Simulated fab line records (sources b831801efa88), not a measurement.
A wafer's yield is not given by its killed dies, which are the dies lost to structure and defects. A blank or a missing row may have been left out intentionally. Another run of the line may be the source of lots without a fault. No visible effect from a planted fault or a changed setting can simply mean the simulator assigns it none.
Matching of chambers ; flow sky130 ; SKY_VIA2_ETCH_15 on rie_diel-04 has 4 sister chambers
The step etches SiO2 in C4F8/O2/Ar, stops on TiN, target depth 546 nm, time 84 s. 7 wafers are shown with their chamber, then 8 later ones without.

== WAFERS WITH THEIR CHAMBER ==
wafer;chamber;oes_product_au (a.u.)
L506.3;2;0.940
L518.3;3;0.933
L518.5;0;0.931
L519.2;2;0.939
L519.3;1;0.936
L519.4;0;0.944
L520.2;1;0.933

== WAFERS MISSING THEIR CHAMBER ==
wafer;oes_product_au (a.u.)
L520.5;0.933
L520.6;0.932
L521.1;0.943
L521.4;0.943
L521.5;0.946
L523.1;0.936
L523.5;0.947
L523.6;0.943

== WHICH CHAMBER EACH WENT THROUGH ==
wafer;from the rows above;in truth
L520.5;can't be placed: 3 or 1 or 0 or 2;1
L520.6;can't be placed: 3 or 1 or 0 or 2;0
L521.1;can't be placed: 2 or 0 or 1 or 3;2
L521.4;can't be placed: 2 or 0 or 1 or 3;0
L521.5;can't be placed: 2 or 0 or 1 or 3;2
L523.1;can't be placed: 0 or 1 or 3 or 2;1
L523.5;can't be placed: 2 or 0 or 1 or 3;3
L523.6;can't be placed: 2 or 0 or 1 or 3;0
Correct placement for 0 of the 8. Unplaceable from these rows: 8, with the true chamber sitting among the candidates in 8. Wrongly placed: 0.
How it was worked out, from the rows above alone: a wafer's distance from a chamber is the root of the sum, over the readings, of the square of ((its reading less the chamber's mean) divided by the reading's scatter). If the next closest chamber is less than 2 further off than the closest, the wafer can't be placed; otherwise it belongs to the closest. For every chamber, the mean is computed from those of its wafers that are shown. How the scatter is found: for the shown wafers, subtract from each reading the mean of its chamber, square and add these, divide the total by (wafers less chambers), then take the root.
